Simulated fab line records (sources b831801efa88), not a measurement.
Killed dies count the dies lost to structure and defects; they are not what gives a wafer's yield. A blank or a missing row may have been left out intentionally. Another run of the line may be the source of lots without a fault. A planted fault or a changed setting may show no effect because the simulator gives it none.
fab line records ; flow gf180mcu
record: lots: 24; wafers: 72; last-day: 34
route steps=602 shown M1@316 M2@363 V2@385 M3@413 M4@459 V4@478
lots untouched by any fault: they come from a run of this same line in which no faults occurred
start-h: the number of hours between the record's first day and the start of the first shown wafer of the lot ; wait-h: hours since the lot's step before ; " repeats the value in the row above ; L1.1+2: several wafers, shown together as one row ; - either no value or no given start ; * or withheld: withheld ; < > ~ a bound
route shown NAME@n: NAME is a module with steps in the file, n the number in the route of the first one ; usual: average and standard deviation across the fault-free wafers ; same: alike in all rows ; chamber/n: place in a boat ; sites: each site's reading ; _std_site: how widely they spread, as a standard deviation ; _edge_site: inner sites' mean taken away from outer sites' mean ; radius-mm: how far each site lies from the wafer's centre ; mask NAME#n: copy n ; behind: the most recent tool/chamber to have shaped the wafer ; hold: why the lot was held/for how many hours/how that ended ; device: the n, p or np transistor that did not switch ; end of line: tests run on the same wafers once the route is complete ; where a step has no rows: the recipe by itself ; killed: count of dies lost to structure and defects at first sort (not the wafer's yield) ; map: dies across one wafer; x = killed, . = not, _ = none there
set.NAME: the setting the step ran with; set.NAME@STEP: the setting that earlier step ran with ; model.NAME: the simulator's own value behind a step, which no gauge read
the route's steps for a sample of lots (tables are steps, rows are wafers)
services: a tool's chamber out of use, with start hour (start-h, from the record's first day; less than 0 if before it), hours out, and reason
== steps ==
step: GF_M1_SPUTTER_01
recipe: material: TiN; target-thk-nm: 30; power-w: 6500; time-s: 25; chamber-pressure-pa: 0.4
usual: throttle-valve-pct: 30.4/1.1
lot.wafer;tool;chamber;start-h;wait-h;throttle-valve-pct
L074.2;pvd-sputter-03;-;363.66;0.1;30.5
L074.3;pvd-sputter-03;-;363.66;0.1;29.6
L074.5;pvd-sputter-03;-;363.66;0.1;31.2
L075.2;pvd-sputter-03;-;373.80;0.1;31.5
L075.3;pvd-sputter-03;-;373.80;0.1;30.7
L075.6;pvd-sputter-03;-;373.80;0.1;28.7
L076.1;pvd-sputter-02;-;382.15;0.1;31.4
L076.3;pvd-sputter-02;-;382.15;0.1;30.4
L076.5;pvd-sputter-02;-;382.15;0.1;31.5
L078.1;pvd-sputter-03;-;397.26;0.1;29.4
L078.3;pvd-sputter-03;-;397.26;0.1;28.4
L078.6;pvd-sputter-03;-;397.26;0.1;29.6
L077.1;pvd-sputter-02;-;400.55;0.1;31.5
L077.2;pvd-sputter-02;-;400.55;0.1;31.7
L077.6;pvd-sputter-02;-;400.55;0.1;30.3
L079.3;pvd-sputter-04;-;402.30;0.1;30.2
L079.4;pvd-sputter-04;-;402.30;0.1;28.8
L079.6;pvd-sputter-04;-;402.30;0.1;31.5
L080.1;pvd-sputter-04;-;416.58;0.1;28.8
L080.2;pvd-sputter-04;-;416.58;0.1;31.4
L080.6;pvd-sputter-04;-;416.58;0.1;29.0
L081.1;pvd-sputter-04;-;423.71;0.1;28.7
L081.3;pvd-sputter-04;-;423.71;0.1;30.3
L081.4;pvd-sputter-04;-;423.71;0.1;31.4
L082.2;pvd-sputter-02;-;436.93;0.1;30.4
L082.4;pvd-sputter-02;-;436.93;0.1;31.6
L082.6;pvd-sputter-02;-;436.93;0.1;31.3
L083.3;pvd-sputter-03;-;443.88;0.1;31.2
L083.5;pvd-sputter-03;-;443.88;0.1;30.8
L083.6;pvd-sputter-03;-;443.88;0.1;31.4
L084.1;pvd-sputter-03;-;451.40;0.1;29.6
L084.2;pvd-sputter-03;-;451.40;0.1;31.1
L084.6;pvd-sputter-03;-;451.40;0.1;30.3
L085.3;pvd-sputter-04;-;466.55;0.1;29.9
L085.5;pvd-sputter-04;-;466.55;0.1;30.2
L085.6;pvd-sputter-04;-;466.55;0.1;31.4
L086.2;pvd-sputter-04;-;473.12;0.1;31.8
L086.5;pvd-sputter-04;-;473.12;0.1;30.3
L086.6;pvd-sputter-04;-;473.12;0.1;31.5
L087.1;pvd-sputter-03;-;490.76;0.1;29.6
L087.4;pvd-sputter-03;-;490.76;0.1;30.5
L087.6;pvd-sputter-03;-;490.76;0.1;28.4
L088.2;pvd-sputter-02;-;491.60;0.1;31.2
L088.4;pvd-sputter-02;-;491.60;0.1;30.2
L088.5;pvd-sputter-02;-;491.60;0.1;31.9
L089.1;pvd-sputter-03;-;498.26;0.1;30.6
L089.2;pvd-sputter-03;-;498.26;0.1;29.8
L089.4;pvd-sputter-03;-;498.26;0.1;31.6
L090.3;pvd-sputter-02;-;504.76;0.1;31.2
L090.4;pvd-sputter-02;-;504.76;0.1;31.5
L090.6;pvd-sputter-02;-;504.76;0.1;31.6
L091.1;pvd-sputter-04;-;514.19;0.1;30.0
L091.2;pvd-sputter-04;-;514.19;0.1;29.1
L091.3;pvd-sputter-04;-;514.19;0.1;31.4
L092.2;pvd-sputter-03;-;519.41;0.1;28.5
L092.4;pvd-sputter-03;-;519.41;0.1;30.7
L092.6;pvd-sputter-03;-;519.41;0.1;29.7
L093.2;pvd-sputter-03;-;526.43;0.1;28.4
L093.5;pvd-sputter-03;-;526.43;0.1;29.8
L093.6;pvd-sputter-03;-;526.43;0.1;28.4
L094.1;pvd-sputter-03;-;538.00;0.1;31.4
L094.5;pvd-sputter-03;-;538.00;0.1;29.6
L094.6;pvd-sputter-03;-;538.00;0.1;28.4
L095.1;pvd-sputter-04;-;545.84;0.1;28.8
L095.2;pvd-sputter-04;-;545.84;0.1;30.1
L095.4;pvd-sputter-04;-;545.84;0.1;31.6
L096.1;pvd-sputter-02;-;554.86;0.1;31.8
L096.3;pvd-sputter-02;-;554.86;0.1;31.6
L096.6;pvd-sputter-02;-;554.86;0.1;30.2
L097.2;pvd-sputter-03;-;563.86;0.1;31.3
L097.3;pvd-sputter-03;-;563.86;0.1;28.5
L097.4;pvd-sputter-03;-;563.86;0.1;29.7
step: GF_M2_SPUTTER_01
recipe: material: TiN; target-thk-nm: 30; power-w: 6500; time-s: 25; chamber-pressure-pa: 0.4
usual: throttle-valve-pct: 30.9/0.84
lot.wafer;tool;chamber;start-h;wait-h;throttle-valve-pct
L074.2;pvd-sputter-04;-;413.21;0.1;28.6
L074.3;pvd-sputter-04;-;413.21;0.1;31.7
L074.5;pvd-sputter-04;-;413.21;0.1;28.8
L075.2;pvd-sputter-02;-;424.14;0.1;31.7
L075.3;pvd-sputter-02;-;424.14;0.1;30.2
L075.6;pvd-sputter-02;-;424.14;0.1;31.9
L076.1;pvd-sputter-04;-;432.49;0.1;32.0
L076.3;pvd-sputter-04;-;432.49;0.1;28.8
L076.5;pvd-sputter-04;-;432.49;0.1;30.2
L078.1;pvd-sputter-04;-;448.95;0.1;28.7
L078.3;pvd-sputter-04;-;448.95;0.1;30.3
L078.6;pvd-sputter-04;-;448.95;0.1;28.9
L077.1;pvd-sputter-01;-;451.37;0.1;31.4
L077.2;pvd-sputter-01;-;451.37;0.1;30.4
L077.6;pvd-sputter-01;-;451.37;0.1;30.1
L079.3;pvd-sputter-04;-;453.62;0.1;31.5
L079.4;pvd-sputter-04;-;453.62;0.1;30.2
L079.6;pvd-sputter-04;-;453.62;0.1;31.4
L080.1;pvd-sputter-02;-;468.29;0.1;30.2
L080.2;pvd-sputter-02;-;468.29;0.1;31.3
L080.6;pvd-sputter-02;-;468.29;0.1;31.7
L081.1;pvd-sputter-02;-;475.54;0.1;30.5
L081.3;pvd-sputter-02;-;475.54;0.1;31.0
L081.4;pvd-sputter-02;-;475.54;0.1;32.0
L082.2;pvd-sputter-01;-;488.51;0.1;30.2
L082.4;pvd-sputter-01;-;488.51;0.1;30.6
L082.6;pvd-sputter-01;-;488.51;0.1;30.9
L083.3;pvd-sputter-01;-;495.54;0.1;30.6
L083.5;pvd-sputter-01;-;495.54;0.1;30.2
L083.6;pvd-sputter-01;-;495.54;0.1;30.8
L084.1;pvd-sputter-02;-;502.79;0.1;30.3
L084.2;pvd-sputter-02;-;502.79;0.1;31.6
L084.6;pvd-sputter-02;-;502.79;0.1;31.7
L085.3;pvd-sputter-02;-;517.29;0.1;31.4
L085.5;pvd-sputter-02;-;517.29;0.1;31.9
L085.6;pvd-sputter-02;-;517.29;0.1;31.1
L086.2;pvd-sputter-04;-;524.07;0.1;31.4
L086.5;pvd-sputter-04;-;524.07;0.1;30.0
L086.6;pvd-sputter-04;-;524.07;0.1;31.5
L087.1;pvd-sputter-04;-;540.18;0.1;31.7
L087.4;pvd-sputter-04;-;540.18;0.1;30.1
L087.6;pvd-sputter-04;-;540.18;0.1;31.6
L088.2;pvd-sputter-01;-;540.94;0.1;30.4
L088.4;pvd-sputter-01;-;540.94;0.1;30.7
L088.5;pvd-sputter-01;-;540.94;0.1;31.4
L089.1;pvd-sputter-01;-;547.89;0.1;30.5
L089.2;pvd-sputter-01;-;547.89;0.1;30.7
L089.4;pvd-sputter-01;-;547.89;0.1;30.1
L090.3;pvd-sputter-02;-;554.09;0.1;31.7
L090.4;pvd-sputter-02;-;554.09;0.1;31.7
L090.6;pvd-sputter-02;-;554.09;0.1;31.7
L091.1;pvd-sputter-02;-;561.47;0.1;30.4
L091.2;pvd-sputter-02;-;561.47;0.1;31.6
L091.3;pvd-sputter-02;-;561.47;0.1;31.4
L092.2;pvd-sputter-02;-;567.94;0.1;31.4
L092.4;pvd-sputter-02;-;567.94;0.1;30.6
L092.6;pvd-sputter-02;-;567.94;0.1;31.7
L093.2;pvd-sputter-02;-;573.65;0.1;31.7
L093.5;pvd-sputter-02;-;573.65;0.1;30.3
L093.6;pvd-sputter-02;-;573.65;0.1;31.6
L094.1;pvd-sputter-02;-;584.03;0.1;31.3
L094.5;pvd-sputter-02;-;584.03;0.1;31.8
L094.6;pvd-sputter-02;-;584.03;0.1;31.9
L095.1;pvd-sputter-01;-;592.64;0.1;30.7
L095.2;pvd-sputter-01;-;592.64;0.1;30.5
L095.4;pvd-sputter-01;-;592.64;0.1;31.7
L096.1;pvd-sputter-04;-;601.16;0.1;32.0
L096.3;pvd-sputter-04;-;601.16;0.1;31.3
L096.6;pvd-sputter-04;-;601.16;0.1;31.7
L097.2;pvd-sputter-01;-;609.64;0.1;30.3
L097.3;pvd-sputter-01;-;609.64;0.1;30.9
L097.4;pvd-sputter-01;-;609.64;0.1;30.2
step: GF_V2_THK_MEAS_03
recipe: reads: SiO2_of_V2_CVD_02
usual: V2_CVD_02_THK: 851/12
lot.wafer;tool;chamber;start-h;wait-h;V2_CVD_02_THK[nm]
L074.2;film-metro-02;-;438.29;0.0;851
L074.3;film-metro-02;-;438.29;0.0;827
L074.5;film-metro-02;-;438.29;0.0;850
L075.2;film-metro-04;-;449.01;0.0;847
L075.3;film-metro-04;-;449.01;0.0;854
L075.6;film-metro-04;-;449.01;0.0;875
L076.1;film-metro-03;-;458.37;0.0;840
L076.3;film-metro-03;-;458.37;0.0;863
L076.5;film-metro-03;-;458.37;0.0;878
L078.1;film-metro-02;-;474.24;0.0;846
L078.3;film-metro-02;-;474.24;0.0;862
L078.6;film-metro-02;-;474.24;0.0;869
L077.1;film-metro-04;-;476.74;0.0;847
L077.2;film-metro-04;-;476.74;0.0;852
L077.6;film-metro-04;-;476.74;0.0;856
L079.3;film-metro-02;-;478.36;0.1;848
L079.4;film-metro-02;-;478.36;0.1;877
L079.6;film-metro-02;-;478.36;0.1;865
L080.1;film-metro-04;-;493.30;0.1;870
L080.2;film-metro-04;-;493.30;0.1;867
L080.6;film-metro-04;-;493.30;0.1;873
L081.1;film-metro-04;-;500.00;0.0;855
L081.3;film-metro-04;-;500.00;0.0;844
L081.4;film-metro-04;-;500.00;0.0;845
L082.2;film-metro-04;-;513.54;0.0;838
L082.4;film-metro-04;-;513.54;0.0;863
L082.6;film-metro-04;-;513.54;0.0;870
L083.3;film-metro-03;-;520.26;0.1;849
L083.5;film-metro-03;-;520.26;0.1;859
L083.6;film-metro-03;-;520.26;0.1;852
L084.1;film-metro-02;-;526.89;0.0;833
L084.2;film-metro-02;-;526.89;0.0;832
L084.6;film-metro-02;-;526.89;0.0;841
L085.3;film-metro-03;-;541.19;0.1;853
L085.5;film-metro-03;-;541.19;0.1;852
L085.6;film-metro-03;-;541.19;0.1;856
L086.2;film-metro-02;-;547.79;0.0;838
L086.5;film-metro-02;-;547.79;0.0;846
L086.6;film-metro-02;-;547.79;0.0;855
L087.1;film-metro-03;-;563.58;0.1;854
L087.4;film-metro-03;-;563.58;0.1;856
L087.6;film-metro-03;-;563.58;0.1;858
L088.2;film-metro-03;-;564.66;0.0;845
L088.4;film-metro-03;-;564.66;0.0;856
L088.5;film-metro-03;-;564.66;0.0;858
L089.1;film-metro-04;-;570.96;0.0;851
L089.2;film-metro-04;-;570.96;0.0;844
L089.4;film-metro-04;-;570.96;0.0;853
L090.3;film-metro-04;-;576.20;0.1;831
L090.4;film-metro-04;-;576.20;0.1;865
L090.6;film-metro-04;-;576.20;0.1;846
L091.1;film-metro-04;-;582.99;0.0;845
L091.2;film-metro-04;-;582.99;0.0;842
L091.3;film-metro-04;-;582.99;0.0;841
L092.2;film-metro-03;-;590.81;0.0;865
L092.4;film-metro-03;-;590.81;0.0;868
L092.6;film-metro-03;-;590.81;0.0;876
L093.2;film-metro-02;-;595.78;0.0;834
L093.5;film-metro-02;-;595.78;0.0;855
L093.6;film-metro-02;-;595.78;0.0;850
L094.1;film-metro-03;-;605.53;0.0;846
L094.5;film-metro-03;-;605.53;0.0;857
L094.6;film-metro-03;-;605.53;0.0;853
L095.1;film-metro-03;-;614.75;0.0;850
L095.2;film-metro-03;-;614.75;0.0;843
L095.4;film-metro-03;-;614.75;0.0;856
L096.1;film-metro-04;-;622.64;0.0;834
L096.3;film-metro-04;-;622.64;0.0;838
L096.6;film-metro-04;-;622.64;0.0;839
L097.2;film-metro-03;-;631.43;0.0;830
L097.3;film-metro-03;-;631.43;0.0;822
L097.4;film-metro-03;-;631.43;0.0;847
step: GF_M3_SPUTTER_04
recipe: material: TiN; target-thk-nm: 50; power-w: 6500; time-s: 41.7; chamber-pressure-pa: 0.4
usual: throttle-valve-pct: 30.9/0.96
lot.wafer;tool;chamber;start-h;wait-h;throttle-valve-pct
L074.2;pvd-sputter-02;-;464.55;0.0;31.8
L074.3;pvd-sputter-02;-;464.55;0.0;31.5
L074.5;pvd-sputter-02;-;464.55;0.0;31.7
L075.2;pvd-sputter-04;-;475.89;0.0;31.6
L075.3;pvd-sputter-04;-;475.89;0.0;28.3
L075.6;pvd-sputter-04;-;475.89;0.0;30.3
L076.1;pvd-sputter-02;-;484.64;0.0;31.6
L076.3;pvd-sputter-02;-;484.64;0.0;31.4
L076.5;pvd-sputter-02;-;484.64;0.0;31.8
L078.1;pvd-sputter-02;-;500.04;0.0;31.1
L078.3;pvd-sputter-02;-;500.04;0.0;31.5
L078.6;pvd-sputter-02;-;500.04;0.0;31.7
L077.1;pvd-sputter-04;-;502.40;0.0;28.9
L077.2;pvd-sputter-04;-;502.40;0.0;30.0
L077.6;pvd-sputter-04;-;502.40;0.0;31.7
L079.3;pvd-sputter-03;-;503.44;0.0;30.4
L079.4;pvd-sputter-03;-;503.44;0.0;29.5
L079.6;pvd-sputter-03;-;503.44;0.0;29.5
L080.1;pvd-sputter-02;-;519.35;0.0;31.6
L080.2;pvd-sputter-02;-;519.35;0.0;30.1
L080.6;pvd-sputter-02;-;519.35;0.0;30.5
L081.1;pvd-sputter-02;-;525.80;0.0;31.6
L081.3;pvd-sputter-02;-;525.80;0.0;30.2
L081.4;pvd-sputter-02;-;525.80;0.0;31.4
L082.2;pvd-sputter-02;-;538.22;0.0;31.2
L082.4;pvd-sputter-02;-;538.22;0.0;31.8
L082.6;pvd-sputter-02;-;538.22;0.0;31.1
L083.3;pvd-sputter-02;-;545.24;0.0;31.0
L083.5;pvd-sputter-02;-;545.24;0.0;31.5
L083.6;pvd-sputter-02;-;545.24;0.0;31.3
L084.1;pvd-sputter-02;-;551.47;0.0;29.8
L084.2;pvd-sputter-02;-;551.47;0.0;31.2
L084.6;pvd-sputter-02;-;551.47;0.0;30.3
L085.3;pvd-sputter-04;-;565.42;0.0;28.7
L085.5;pvd-sputter-04;-;565.42;0.0;28.6
L085.6;pvd-sputter-04;-;565.42;0.0;31.2
L086.2;pvd-sputter-02;-;572.39;0.0;30.3
L086.5;pvd-sputter-02;-;572.39;0.0;32.0
L086.6;pvd-sputter-02;-;572.39;0.0;31.7
L087.1;pvd-sputter-02;-;586.88;0.0;30.4
L087.4;pvd-sputter-02;-;586.88;0.0;31.6
L087.6;pvd-sputter-02;-;586.88;0.0;32.0
L088.2;pvd-sputter-02;-;588.98;0.0;31.5
L088.4;pvd-sputter-02;-;588.98;0.0;31.9
L088.5;pvd-sputter-02;-;588.98;0.0;31.3
L089.1;pvd-sputter-02;-;594.05;0.0;31.7
L089.2;pvd-sputter-02;-;594.05;0.0;30.0
L089.4;pvd-sputter-02;-;594.05;0.0;31.4
L090.3;pvd-sputter-04;-;599.80;0.0;31.2
L090.4;pvd-sputter-04;-;599.80;0.0;28.6
L090.6;pvd-sputter-04;-;599.80;0.0;31.2
L091.1;pvd-sputter-04;-;606.57;0.0;31.7
L091.2;pvd-sputter-04;-;606.57;0.0;31.1
L091.3;pvd-sputter-04;-;606.57;0.0;29.9
L092.2;pvd-sputter-02;-;613.40;0.0;31.5
L092.4;pvd-sputter-02;-;613.40;0.0;31.3
L092.6;pvd-sputter-02;-;613.40;0.0;31.6
L093.2;pvd-sputter-02;-;619.07;0.0;31.4
L093.5;pvd-sputter-02;-;619.07;0.0;31.0
L093.6;pvd-sputter-02;-;619.07;0.0;31.6
L094.1;pvd-sputter-04;-;627.82;0.0;31.7
L094.5;pvd-sputter-04;-;627.82;0.0;32.0
L094.6;pvd-sputter-04;-;627.82;0.0;28.7
L095.1;pvd-sputter-04;-;637.51;0.0;30.0
L095.2;pvd-sputter-04;-;637.51;0.0;31.6
L095.4;pvd-sputter-04;-;637.51;0.0;28.4
L096.1;pvd-sputter-04;-;644.67;0.0;30.2
L096.3;pvd-sputter-04;-;644.67;0.0;31.5
L096.6;pvd-sputter-04;-;644.67;0.0;28.7
L097.2;pvd-sputter-02;-;653.71;0.0;31.9
L097.3;pvd-sputter-02;-;653.71;0.0;30.3
L097.4;pvd-sputter-02;-;653.71;0.0;31.3
step: GF_M4_SPUTTER_03
recipe: material: Ti; target-thk-nm: 10; substrate-temp-c: 300; chamber-pressure-pa: 0.3; power-w: 3000; time-s: 6.7
usual: throttle-valve-pct: 30.8/0.83
lot.wafer;tool;chamber;start-h;wait-h;throttle-valve-pct
L074.2;pvd-sputter-02;-;514.93;0.0;30.1
L074.3;pvd-sputter-02;-;514.93;0.0;31.1
L074.5;pvd-sputter-02;-;514.93;0.0;31.6
L075.2;pvd-sputter-01;-;526.08;0.0;30.6
L075.3;pvd-sputter-01;-;526.08;0.0;30.4
L075.6;pvd-sputter-01;-;526.08;0.0;30.2
L076.1;pvd-sputter-04;-;534.46;0.0;31.4
L076.3;pvd-sputter-04;-;534.46;0.0;30.3
L076.5;pvd-sputter-04;-;534.46;0.0;31.5
L078.1;pvd-sputter-01;-;549.50;0.0;30.4
L078.3;pvd-sputter-01;-;549.50;0.0;30.0
L078.6;pvd-sputter-01;-;549.50;0.0;30.5
L077.1;pvd-sputter-01;-;551.10;0.0;31.4
L077.2;pvd-sputter-01;-;551.10;0.0;30.3
L077.6;pvd-sputter-01;-;551.10;0.0;30.8
L079.3;pvd-sputter-01;-;552.20;0.0;30.6
L079.4;pvd-sputter-01;-;552.20;0.0;30.6
L079.6;pvd-sputter-01;-;552.20;0.0;29.9
L080.1;pvd-sputter-04;-;567.67;0.0;28.7
L080.2;pvd-sputter-04;-;567.67;0.0;30.1
L080.6;pvd-sputter-04;-;567.67;0.0;31.6
L081.1;pvd-sputter-04;-;573.43;0.0;30.2
L081.3;pvd-sputter-04;-;573.43;0.0;31.5
L081.4;pvd-sputter-04;-;573.43;0.0;31.7
L082.2;pvd-sputter-04;-;585.41;0.0;31.7
L082.4;pvd-sputter-04;-;585.41;0.0;31.3
L082.6;pvd-sputter-04;-;585.41;0.0;29.9
L083.3;pvd-sputter-04;-;592.58;0.0;30.0
L083.5;pvd-sputter-04;-;592.58;0.0;31.4
L083.6;pvd-sputter-04;-;592.58;0.0;31.6
L084.1;pvd-sputter-01;-;597.90;0.0;31.4
L084.2;pvd-sputter-01;-;597.90;0.0;30.7
L084.6;pvd-sputter-01;-;597.90;0.0;30.4
L085.3;pvd-sputter-01;-;611.25;0.0;30.8
L085.5;pvd-sputter-01;-;611.25;0.0;31.4
L085.6;pvd-sputter-01;-;611.25;0.0;30.2
L086.2;pvd-sputter-04;-;617.18;0.0;31.4
L086.5;pvd-sputter-04;-;617.18;0.0;31.3
L086.6;pvd-sputter-04;-;617.18;0.0;30.2
L087.1;pvd-sputter-04;-;631.52;0.0;29.9
L087.4;pvd-sputter-04;-;631.52;0.0;31.4
L087.6;pvd-sputter-04;-;631.52;0.0;28.5
L088.2;pvd-sputter-01;-;634.82;0.0;31.5
L088.4;pvd-sputter-01;-;634.82;0.0;30.5
L088.5;pvd-sputter-01;-;634.82;0.0;30.5
L089.1;pvd-sputter-02;-;638.05;0.0;30.3
L089.2;pvd-sputter-02;-;638.05;0.0;31.8
L089.4;pvd-sputter-02;-;638.05;0.0;31.5
L090.3;pvd-sputter-02;-;644.99;0.0;31.9
L090.4;pvd-sputter-02;-;644.99;0.0;31.1
L090.6;pvd-sputter-02;-;644.99;0.0;30.8
L091.1;pvd-sputter-01;-;650.12;0.0;30.1
L091.2;pvd-sputter-01;-;650.12;0.0;30.7
L091.3;pvd-sputter-01;-;650.12;0.0;30.5
L092.2;pvd-sputter-02;-;656.96;0.0;31.6
L092.4;pvd-sputter-02;-;656.96;0.0;31.8
L092.6;pvd-sputter-02;-;656.96;0.0;31.8
L093.2;pvd-sputter-04;-;662.32;0.0;31.7
L093.5;pvd-sputter-04;-;662.32;0.0;28.9
L093.6;pvd-sputter-04;-;662.32;0.0;31.6
L094.1;pvd-sputter-02;-;670.75;0.0;31.6
L094.5;pvd-sputter-02;-;670.75;0.0;31.4
L094.6;pvd-sputter-02;-;670.75;0.0;31.8
L095.1;pvd-sputter-04;-;679.77;0.0;29.8
L095.2;pvd-sputter-04;-;679.77;0.0;28.9
L095.4;pvd-sputter-04;-;679.77;0.0;31.7
L096.1;pvd-sputter-02;-;686.24;0.0;31.1
L096.3;pvd-sputter-02;-;686.24;0.0;31.6
L096.6;pvd-sputter-02;-;686.24;0.0;31.2
L097.2;pvd-sputter-01;-;693.80;0.0;30.7
L097.3;pvd-sputter-01;-;693.80;0.0;30.6
L097.4;pvd-sputter-01;-;693.80;0.0;30.6
step: GF_V4_CVD_02
recipe: material: SiO2; target-thk-nm: 850; precursor: TEOS; temp-c: 400; time-s: 94.851; rf-w: 600
usual: heater-power-w: 702/110
lot.wafer;tool;chamber;start-h;wait-h;heater-power-w;since-wet-clean-h
L074.2;pecvd-04;0;538.73;0.0;722;572
L074.3;pecvd-04;2;538.73;0.0;786;572
L074.5;pecvd-04;2;538.73;0.0;806;-
L075.2;pecvd-03;1;550.33;0.0;786;792
L075.3;pecvd-03;0;550.33;0.0;696;792
L075.6;pecvd-03;0;550.33;0.0;763;-
L076.1;pecvd-04;1;557.36;0.1;798;591
L076.3;pecvd-04;1;557.36;0.1;658;-
L076.5;pecvd-04;2;557.36;0.1;656;-
L078.1;pecvd-04;1;572.25;0.1;812;606
L078.3;pecvd-04;0;572.25;0.1;698;606
L078.6;pecvd-04;1;572.25;0.1;639;-
L077.1;pecvd-02;1;574.24;0.1;646;400
L077.2;pecvd-02;0;574.24;0.1;623;400
L077.6;pecvd-02;0;574.24;0.1;503;-
L079.3;pecvd-04;1;575.20;0.0;723;609
L079.4;pecvd-04;0;575.20;0.0;758;-
L079.6;pecvd-04;2;575.20;0.0;637;-
L080.1;pecvd-03;1;590.38;0.1;929;832
L080.2;pecvd-03;0;590.38;0.1;749;832
L080.6;pecvd-03;2;590.38;0.1;947;-
L081.1;pecvd-02;2;595.58;0.1;575;421
L081.3;pecvd-02;1;595.58;0.1;616;421
L081.4;pecvd-02;2;595.58;0.1;630;-
L082.2;pecvd-04;1;607.72;0.0;762;641
L082.4;pecvd-04;1;607.72;0.0;816;-
L082.6;pecvd-04;0;607.72;0.0;634;-
L083.3;pecvd-02;1;614.32;0.0;588;440
L083.5;pecvd-02;1;614.32;0.0;636;-
L083.6;pecvd-02;0;614.32;0.0;505;-
L084.1;pecvd-04;0;620.25;0.1;733;654
L084.2;pecvd-04;2;620.25;0.1;675;654
L084.6;pecvd-04;1;620.25;0.1;771;-
L085.3;pecvd-02;1;633.02;0.0;653;458
L085.5;pecvd-02;1;633.02;0.0;532;-
L085.6;pecvd-02;0;633.02;0.0;591;-
L086.2;pecvd-04;1;638.60;0.0;665;672
L086.5;pecvd-04;1;638.60;0.0;722;-
L086.6;pecvd-04;0;638.60;0.0;777;-
L087.1;pecvd-04;1;652.84;0.1;778;686
L087.4;pecvd-04;0;652.84;0.1;634;-
L087.6;pecvd-04;2;652.84;0.1;636;-
L088.2;pecvd-02;2;655.59;0.0;562;481
L088.4;pecvd-02;0;655.59;0.0;577;-
L088.5;pecvd-02;1;655.59;0.0;589;-
L089.1;pecvd-02;1;659.30;0.1;650;485
L089.2;pecvd-02;2;659.30;0.1;665;485
L089.4;pecvd-02;1;659.30;0.1;508;-
L090.3;pecvd-02;2;665.47;0.0;709;491
L090.4;pecvd-02;2;665.47;0.0;573;-
L090.6;pecvd-02;1;665.47;0.0;672;-
L091.1;pecvd-04;2;670.77;0.1;789;704
L091.2;pecvd-04;1;670.77;0.1;765;704
L091.3;pecvd-04;0;670.77;0.1;777;704
L092.2;pecvd-02;1;677.21;0.0;571;503
L092.4;pecvd-02;1;677.21;0.0;611;-
L092.6;pecvd-02;2;677.21;0.0;557;-
L093.2;pecvd-02;1;682.50;0.0;625;508
L093.5;pecvd-02;1;682.50;0.0;511;-
L093.6;pecvd-02;2;682.50;0.0;665;-
L094.1;pecvd-04;2;690.61;0.1;671;724
L094.5;pecvd-04;0;690.61;0.1;745;-
L094.6;pecvd-04;2;690.61;0.1;709;-
L095.1;pecvd-02;0;699.49;0.1;568;525
L095.2;pecvd-02;1;699.49;0.1;607;525
L095.4;pecvd-02;0;699.49;0.1;596;-
L096.1;pecvd-03;2;705.84;0.1;1063;101
L096.3;pecvd-03;0;705.84;0.1;751;101
L096.6;pecvd-03;2;705.84;0.1;853;-
L097.2;pecvd-03;1;713.46;0.0;812;108
L097.3;pecvd-03;2;713.46;0.0;995;108
L097.4;pecvd-03;2;713.46;0.0;1052;-
== services ==
tool;chamber;start-h;hours;kind
pecvd-02;-;342.10;1.2;repair
pecvd-04;-;353.78;0.4;repair
pvd-sputter-01;-;377.13;2.4;repair
pecvd-04;-;377.74;0.5;repair
pvd-sputter-03;-;383.88;1.1;repair
pvd-sputter-03;-;384.27;7.1;repair
pecvd-02;-;393.92;1.2;repair
pecvd-04;-;408.79;6.0;pm
pvd-sputter-04;-;435.68;4.3;repair
pecvd-02;-;453.89;3.9;repair
pvd-sputter-01;-;461.41;0.5;repair
pvd-sputter-02;-;507.08;2.2;repair
pecvd-04;0;544.33;23.0;repair
pvd-sputter-04;-;546.64;8.8;repair
pvd-sputter-03;-;566.60;1.1;repair
pecvd-04;-;590.48;0.4;repair
pvd-sputter-03;-;609.95;7.4;repair
pvd-sputter-03;-;614.79;6.3;repair
pecvd-04;-;638.72;0.9;repair
pvd-sputter-02;-;649.45;1.7;repair
pvd-sputter-03;-;659.16;2.1;repair
pvd-sputter-02;-;673.94;5.4;repair
pecvd-02;-;679.06;1.1;repair
pvd-sputter-03;-;696.49;2.0;repair
== key ==
fault none
